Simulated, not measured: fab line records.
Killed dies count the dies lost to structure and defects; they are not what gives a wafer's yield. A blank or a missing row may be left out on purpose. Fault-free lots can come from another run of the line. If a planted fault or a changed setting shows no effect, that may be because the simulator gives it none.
fab line records -- flow sky130
[record] lots = 13, wafers = 39, last_day = 50
route steps=708 shown FIELD_ISO@16 NWELL@76 LDD_LDN@302 PAD_OPEN@708
lots with no fault: from the same line, run without faults
start_h: the number of hours between the record's first day and the start of the first shown wafer of the lot -- wait_h: time in hours since the lot's previous step -- " repeats the value in the row above -- L1.1+2: several wafers, shown together as one row -- - value missing, or start not given -- * or withheld: withheld -- < > ~ a bound
route shown NAME@n: names a module that has steps shown in the file, with the first one's number in the route -- usual: mean/standard deviation of fault-free wafers -- same: alike in all rows -- chamber/n: place in a boat -- sites: the reading at each site -- _std_site: standard deviation of those values -- _edge_site: outer sites' mean less inner sites' -- radius_mm: for every site, how far away it sits from the centre of the wafer -- mask NAME#n: copy n -- behind: tool/chamber where the wafer was last shaped -- hold: the reason the lot was held/the length of the hold in hours/how it ended -- device: names the non-switching transistor (n, p or np) -- end of line: at the end of the route, the tests of the same wafers -- for a step that has no rows: nothing shown but its recipe -- killed: count of dies lost to structure and defects at first sort (not the wafer's yield) -- map: per-die view of a wafer (x killed, . not killed, _ where there is no die)
set.NAME: the setting as run; set.NAME@STEP: as run at that earlier step -- model.NAME: the simulator's own value behind a step, which no gauge read
steps of the route over a sample of lots; a table a step, a row a wafer
services: a tool's chamber out of use, with start hour (start_h, from the record's first day; less than 0 if before it), hours out, and reason
[[steps]]
[step SKY_FIELD_ISO_ETCH_15]
[recipe] chemistry = CHF3/O2, target_depth_nm = 180, stop_on = Si, source_w = 600, bias_w = 200, pressure_mtorr = 40, chf3_flow_sccm = 50, O2_flow_sccm = 5, time_s = 72
[usual] drypump_motor_current_A = 5.8/0.48, oes_product_au = 0.945/0.0065, throttle_valve_pct = 8.844/0.0095
lot.wafer,tool,chamber,start_h,wait_h,drypump_motor_current_A,oes_product_au,rf_hours_counter_h,throttle_valve_pct
L547.1,rie_diel-03,2,33.79,0.0,6.7,0.946,49,8.843
L547.5,rie_diel-03,0,33.79,0.0,5.8,0.934,-,8.841
L547.6,rie_diel-03,3,33.79,0.0,5.5,0.948,-,8.833
L550.3,rie_diel-02,2,48.65,0.0,5.0,0.947,94,8.853
L550.5,rie_diel-02,2,48.65,0.0,5.0,0.940,-,8.852
L550.6,rie_diel-02,1,48.65,0.0,5.4,0.955,-,8.842
L551.1,rie_diel-03,3,56.35,0.0,5.5,0.948,118,8.845
L551.2,rie_diel-03,2,56.35,0.0,6.8,0.945,50,8.832
L551.5,rie_diel-03,3,56.35,0.0,5.5,0.941,-,8.849
L552.3,rie_diel-04,3,59.39,0.0,6.0,0.945,3,8.849
L552.4,rie_diel-04,1,59.39,0.0,5.9,0.949,104,8.837
L552.5,rie_diel-04,1,59.39,0.0,5.9,0.936,-,8.851
L555.2,rie_diel-03,3,75.77,0.0,5.5,0.942,119,8.839
L555.4,rie_diel-03,1,75.77,0.0,5.1,0.942,50,8.844
L555.6,rie_diel-03,1,75.77,0.0,5.1,0.946,-,8.844
L557.1,rie_diel-04,0,86.72,0.0,5.8,0.953,109,8.842
L557.2,rie_diel-04,3,86.72,0.0,6.0,0.945,4,8.829
L557.3,rie_diel-04,1,86.72,0.0,5.9,0.937,105,8.857
L558.2,rie_diel-03,0,93.27,0.0,5.8,0.937,1,8.845
L558.3,rie_diel-03,2,93.27,0.0,6.7,0.948,51,8.856
L558.5,rie_diel-03,0,93.27,0.0,5.8,0.948,-,8.834
L559.4,rie_diel-04,3,96.67,0.0,6.0,0.947,4,8.849
L559.5,rie_diel-04,1,96.67,0.0,5.9,0.942,-,8.844
L559.6,rie_diel-04,0,96.67,0.0,5.8,0.949,-,8.855
L560.4,rie_diel-04,3,102.37,0.0,6.0,0.928,4,8.835
L560.5,rie_diel-04,0,102.37,0.0,5.8,0.945,-,8.854
L560.6,rie_diel-04,1,102.37,0.0,5.9,0.929,-,8.835
L561.2,rie_diel-03,3,107.55,0.0,5.5,0.947,119,8.843
L561.3,rie_diel-03,2,107.55,0.0,6.8,0.942,51,8.845
L561.5,rie_diel-03,1,107.55,0.0,5.1,0.947,-,8.845
L562.1,rie_diel-04,3,112.54,0.0,6.0,0.941,5,8.839
L562.2,rie_diel-04,1,112.54,0.0,5.9,0.936,105,8.855
L562.5,rie_diel-04,1,112.54,0.0,5.9,0.942,-,8.844
L563.3,rie_diel-04,0,116.69,0.0,5.8,0.942,110,8.826
L563.5,rie_diel-04,0,116.69,0.0,5.8,0.949,-,8.852
L563.6,rie_diel-04,1,116.69,0.0,5.9,0.945,-,8.850
L567.1,rie_diel-03,2,140.15,0.0,6.7,0.949,51,8.847
L567.3,rie_diel-03,1,140.15,0.0,5.1,0.951,51,8.844
L567.6,rie_diel-03,2,140.15,0.0,6.8,0.949,-,8.856
[step SKY_FIELD_ISO_OXIDATION_22]
[recipe] temp_c = 950, ambient = O2, stabilise_s = 600, purge_s = 300, target_thk_a = 100, ox_time_s = 623
[usual] ox_time_s = 623/0
lot.wafer,tool,chamber,start_h,wait_h,ox_time_s
L547.1,furnace-02,0,35.71,1.4,623
L547.5,furnace-02,0,35.71,1.4,623
L547.6,furnace-02,0,35.71,1.4,623
L550.3,furnace-02,0,49.15,0.0,623
L550.5,furnace-02,0,49.15,0.0,623
L550.6,furnace-02,0,49.15,0.0,623
L551.1,furnace-02,0,56.87,0.0,623
L551.2,furnace-02,0,56.87,0.0,623
L551.5,furnace-02,0,56.87,0.0,623
L552.3,furnace-02,0,59.91,0.0,623
L552.4,furnace-02,0,59.91,0.0,623
L552.5,furnace-02,0,59.91,0.0,623
L555.2,furnace-02,0,78.03,1.8,623
L555.4,furnace-02,0,78.03,1.8,623
L555.6,furnace-02,0,78.03,1.8,623
L557.1,furnace-02,0,87.24,0.0,623
L557.2,furnace-02,0,87.24,0.0,623
L557.3,furnace-02,0,87.24,0.0,623
L558.2,furnace-02,0,93.96,0.2,623
L558.3,furnace-02,0,93.96,0.2,623
L558.5,furnace-02,0,93.96,0.2,623
L559.4,furnace-02,0,97.17,0.0,934.5
L559.5,furnace-02,0,97.17,0.0,934.5
L559.6,furnace-02,0,97.17,0.0,934.5
L560.4,furnace-01,0,102.89,0.0,623
L560.5,furnace-01,0,102.89,0.0,623
L560.6,furnace-01,0,102.89,0.0,623
L561.2,furnace-02,0,109.49,1.4,934.5
L561.3,furnace-02,0,109.49,1.4,934.5
L561.5,furnace-02,0,109.49,1.4,934.5
L562.1,furnace-02,0,114.79,1.7,934.5
L562.2,furnace-02,0,114.79,1.7,934.5
L562.5,furnace-02,0,114.79,1.7,934.5
L563.3,furnace-02,0,118.81,1.6,934.5
L563.5,furnace-02,0,118.81,1.6,934.5
L563.6,furnace-02,0,118.81,1.6,934.5
L567.1,furnace-01,0,140.81,0.2,623
L567.3,furnace-01,0,140.81,0.2,623
L567.6,furnace-01,0,140.81,0.2,623
[step SKY_FIELD_ISO_THK_MEAS_23]
[recipe] reads = SiO2_of_FIELD_ISO_OXIDATION_22
[usual] FIELD_ISO_OXIDATION_01_THK = 9.93/0.22
lot.wafer,tool,chamber,start_h,wait_h,FIELD_ISO_OXIDATION_01_THK[nm]
L547.1,film_metro-04,-,36.89,0.0,9.77
L547.5,film_metro-04,-,36.89,0.0,9.77
L547.6,film_metro-04,-,36.89,0.0,9.74
L550.3,film_metro-03,-,50.34,0.0,10.06
L550.5,film_metro-03,-,50.34,0.0,9.97
L550.6,film_metro-03,-,50.34,0.0,10.01
L551.1,film_metro-04,-,58.05,0.0,10.09
L551.2,film_metro-04,-,58.05,0.0,10.02
L551.5,film_metro-04,-,58.05,0.0,10.01
L552.3,film_metro-01,-,61.10,0.0,9.79
L552.4,film_metro-01,-,61.10,0.0,9.92
L552.5,film_metro-01,-,61.10,0.0,9.84
L555.2,film_metro-04,-,79.21,0.0,9.92
L555.4,film_metro-04,-,79.21,0.0,9.86
L555.6,film_metro-04,-,79.21,0.0,9.68
L557.1,film_metro-04,-,88.42,0.0,9.79
L557.2,film_metro-04,-,88.42,0.0,9.51
L557.3,film_metro-04,-,88.42,0.0,9.54
L558.2,film_metro-04,-,95.14,0.0,9.98
L558.3,film_metro-04,-,95.14,0.0,10.10
L558.5,film_metro-04,-,95.14,0.0,10.26
L559.4,film_metro-01,-,98.37,0.0,13.01
L559.5,film_metro-01,-,98.37,0.0,12.90
L559.6,film_metro-01,-,98.37,0.0,12.87
L560.4,film_metro-01,-,104.09,0.0,10.14
L560.5,film_metro-01,-,104.09,0.0,10.25
L560.6,film_metro-01,-,104.09,0.0,10.00
L561.2,film_metro-04,-,110.67,0.0,13.24
L561.3,film_metro-04,-,110.67,0.0,13.21
L561.5,film_metro-04,-,110.67,0.0,13.12
L562.1,film_metro-03,-,115.96,0.0,13.22
L562.2,film_metro-03,-,115.96,0.0,13.35
L562.5,film_metro-03,-,115.96,0.0,13.32
L563.3,film_metro-04,-,120.00,0.0,13.25
L563.5,film_metro-04,-,120.00,0.0,13.32
L563.6,film_metro-04,-,120.00,0.0,13.29
L567.1,film_metro-03,-,141.98,0.0,9.57
L567.3,film_metro-03,-,141.98,0.0,9.67
L567.6,film_metro-03,-,141.98,0.0,9.65
[step SKY_NWELL_OVL_MEAS_23]
[usual] NWELL_01_OVL = 0.5/1.3
lot.wafer,tool,chamber,start_h,wait_h,NWELL_01_OVL[nm]
L547.1,overlay-01,-,109.74,-,2.4
L547.5,overlay-01,-,109.74,-,-0.2
L547.6,overlay-01,-,109.74,-,1.1
L550.3,overlay-02,-,124.85,-,2.8
L550.5,overlay-02,-,124.85,-,1.1
L550.6,overlay-02,-,124.85,-,0.1
L551.1,overlay-01,-,132.74,-,-0.9
L551.2,overlay-01,-,132.74,-,-1.9
L551.5,overlay-01,-,132.74,-,-0.7
L552.3,overlay-01,-,138.52,-,-0.2
L552.4,overlay-01,-,138.52,-,-1.5
L552.5,overlay-01,-,138.52,-,-1.1
L555.2,overlay-01,-,157.54,-,2.2
L555.4,overlay-01,-,157.54,-,0.1
L555.6,overlay-01,-,157.54,-,2.2
L557.1,overlay-02,-,170.88,-,0.8
L557.2,overlay-02,-,170.88,-,0.9
L557.3,overlay-02,-,170.88,-,-0.3
L558.2,overlay-01,-,177.81,-,-0.9
L558.3,overlay-01,-,177.81,-,0.5
L558.5,overlay-01,-,177.81,-,0.3
L559.4,overlay-01,-,181.30,-,-0.7
L559.5,overlay-01,-,181.30,-,-1.1
L559.6,overlay-01,-,181.30,-,-0.4
L560.4,overlay-02,-,189.96,-,-1.6
L560.5,overlay-02,-,189.96,-,0.0
L560.6,overlay-02,-,189.96,-,-0.5
L561.2,overlay-01,-,197.84,-,0.3
L561.3,overlay-01,-,197.84,-,1.0
L561.5,overlay-01,-,197.84,-,-1.0
L562.1,overlay-02,-,202.38,-,2.1
L562.2,overlay-02,-,202.38,-,4.8
L562.5,overlay-02,-,202.38,-,2.8
L563.3,overlay-02,-,207.10,-,-1.3
L563.5,overlay-02,-,207.10,-,0.4
L563.6,overlay-02,-,207.10,-,0.9
L567.1,overlay-01,-,233.99,-,-1.2
L567.3,overlay-01,-,233.99,-,-0.8
L567.6,overlay-01,-,233.99,-,0.2
[step SKY_LDD_LDN_TW_MEAS_13]
[usual] LDD_LDN_TW = 1480/17
lot.wafer,tool,chamber,start_h,wait_h,LDD_LDN_TW
L547.1,film_metro-01,-,526.41,0.1,1497
L547.5,film_metro-01,-,526.41,0.1,1488
L547.6,film_metro-01,-,526.41,0.1,1503
L550.3,film_metro-03,-,554.76,0.1,1467
L550.5,film_metro-03,-,554.76,0.1,1464
L550.6,film_metro-03,-,554.76,0.1,1461
L551.1,film_metro-03,-,570.69,0.1,1461
L551.2,film_metro-03,-,570.69,0.1,1451
L551.5,film_metro-03,-,570.69,0.1,1454
L552.3,film_metro-03,-,599.43,0.1,1461
L552.4,film_metro-03,-,599.43,0.1,1462
L552.5,film_metro-03,-,599.43,0.1,1453
L555.2,film_metro-03,-,605.78,0.1,1465
L555.4,film_metro-03,-,605.78,0.1,1469
L555.6,film_metro-03,-,605.78,0.1,1470
L557.1,film_metro-04,-,626.84,0.1,1488
L557.2,film_metro-04,-,626.84,0.1,1491
L557.3,film_metro-04,-,626.84,0.1,1486
L558.2,film_metro-04,-,634.45,0.1,1498
L558.3,film_metro-04,-,634.45,0.1,1488
L558.5,film_metro-04,-,634.45,0.1,1498
L559.4,film_metro-04,-,637.05,0.1,1485
L559.5,film_metro-04,-,637.05,0.1,1492
L559.6,film_metro-04,-,637.05,0.1,1483
L560.4,film_metro-01,-,651.09,0.1,1494
L560.5,film_metro-01,-,651.09,0.1,1496
L560.6,film_metro-01,-,651.09,0.1,1498
L561.2,film_metro-01,-,658.62,0.1,1490
L561.3,film_metro-01,-,658.62,0.1,1488
L561.5,film_metro-01,-,658.62,0.1,1483
L562.1,film_metro-03,-,662.06,0.1,1454
L562.2,film_metro-03,-,662.06,0.1,1448
L562.5,film_metro-03,-,662.06,0.1,1453
L563.3,film_metro-01,-,672.38,0.1,1497
L563.5,film_metro-01,-,672.38,0.1,1499
L563.6,film_metro-01,-,672.38,0.1,1489
L567.1,film_metro-04,-,708.37,0.1,1490
L567.3,film_metro-04,-,708.37,0.1,1494
L567.6,film_metro-04,-,708.37,0.1,1491
[step SKY_PAD_OPEN_PROBE_99]
[usual] killed_at_M0_to_M3 = 45/6.9, killed_at_M4_up = 3.0/1.7, killed_at_contacts = 25/5.6, killed_at_front_end = 15/4.2, killed_at_other = 0.3/0.55, killed_dies = 89/9.6, killed_open = 49/7.2, killed_short = 39/6.5
[same] gross_dies = 492, killed_at_back_side = 0
lot.wafer,tool,chamber,start_h,wait_h,killed_at_M0_to_M3,killed_at_M4_up,killed_at_contacts,killed_at_front_end,killed_at_other,killed_dies,killed_open,killed_short
L561.2,prober-02,-,1164.21,0.1,49,3,25,11,0,88,49,39
// killed by level:class
L561.2 VIA1:geometric_particle:open=15 METAL2:geometric_particle:short=10 LI_CONTACT:geometric_particle:open=9 CONTACT:geometric_particle:open=7 VIA2:geometric_particle:open=7 VIA1:geometric_particle:short=5 CONTACT:geometric_particle:short=4 METAL1:geometric_particle:short=4
[[services]]
tool,chamber,start_h,hours,kind
rie_diel-03,1,20.71,19.1,repair
rie_diel-04,-,23.65,2.8,pm
rie_diel-03,0,39.80,-,clean
rie_diel-03,0,39.80,26.7,scheduled_down
rie_diel-03,0,39.80,26.7,vent_cycle
rie_diel-03,-,46.34,3.6,repair
rie_diel-02,-,73.43,4.3,pm
furnace-02,-,105.75,3.7,pm
rie_diel-03,-,112.46,0.1,repair
rie_diel-02,-,113.55,14.6,pm
furnace-02,-,127.01,3.5,pm
[[key]]
[first_sign] step = SKY_FIELD_ISO_OXIDATION_22, reading = ox_time_s, direction = up, sigmas = 99+, usual = *, struck = *
[effect] step = SKY_FIELD_ISO_THK_MEAS_23, reading = FIELD_ISO_OXIDATION_01_THK, direction = up, sigmas = 15, usual = 9.93, struck = 13.17
met_at SKY_FIELD_ISO_OXIDATION_22
struck_lots L559,L561,L562,L563
tester_left_out L559,L561,L562,L563
not_acting_at SKY_FIELD_ISO_ETCH_15,SKY_NWELL_OVL_MEAS_23,SKY_LDD_LDN_TW_MEAS_13
onset_between 93.96 97.17
[fault] kind = process_parameter_drift, tool = furnace-02, chamber = -, onset_h = 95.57, steps = SKY_FIELD_ISO_OXIDATION_22, channel = ox_time_s, offset = *, shape = step, end_h = 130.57, acts_in = *, stated = *
// tester_left_out: of these lots the tester's yield and bins aren't shown, on N5 and GAA mostly nor the transistor test; their killed dies are dies lost to structure and defects alone, not to doping, threshold or leakage, so they don't give the yield
